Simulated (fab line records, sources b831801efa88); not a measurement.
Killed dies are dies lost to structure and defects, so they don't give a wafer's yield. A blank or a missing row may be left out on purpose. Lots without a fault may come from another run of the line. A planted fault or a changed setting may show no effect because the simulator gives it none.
Chamber matching | flow sky130 | SKY_VIA2_ETCH_15 on rie_diel-04: 4 sister chambers
The step etches SiO2 in C4F8/O2/Ar, stops on TiN, target depth 546 nm, time 84 s. 4 wafers are shown with their chamber, then 7 later ones without.

WAFERS WITH THEIR CHAMBER
wafer  | chamber | bias_w (W)
L085.4 | 0       | 1196
L085.6 | 3       | 1200
L088.2 | 2       | 1201
L088.3 | 1       | 1194

WAFERS WITHOUT THEIR CHAMBER
wafer  | bias_w (W)
L088.5 | 1195
L090.1 | 1194
L090.4 | 1197
L090.5 | 1200
L094.1 | 1201
L094.2 | 1202
L094.3 | 1199

WHICH CHAMBER EACH WENT THROUGH
wafer  | from the rows above     | in truth
L088.5 | can't be placed: 0 or 1 | 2
L090.1 | 1                       | 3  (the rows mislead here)
L090.4 | 0                       | 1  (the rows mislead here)
L090.5 | can't be placed: 3 or 2 | 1
L094.1 | can't be placed: 2 or 3 | 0
L094.2 | can't be placed: 2 or 3 | 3
L094.3 | can't be placed: 3 or 2 | 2
Placed correctly: 0 of 7. Can't be placed from these rows: 5 (the true chamber is among the candidates in 2). Placed wrongly: 2.
How it was worked out, from the rows above alone: a wafer's distance from a chamber is the root of the sum, over the readings, of the square of ((its reading less the chamber's mean) divided by the reading's scatter). The wafer belongs to the nearest chamber; if the next one is less than 2 further off, it can't be placed. A chamber's mean is the mean of its shown wafers. The scatter: with one shown wafer a chamber, the root of the mean of the squares of how far each hidden wafer lies from its nearest shown one.
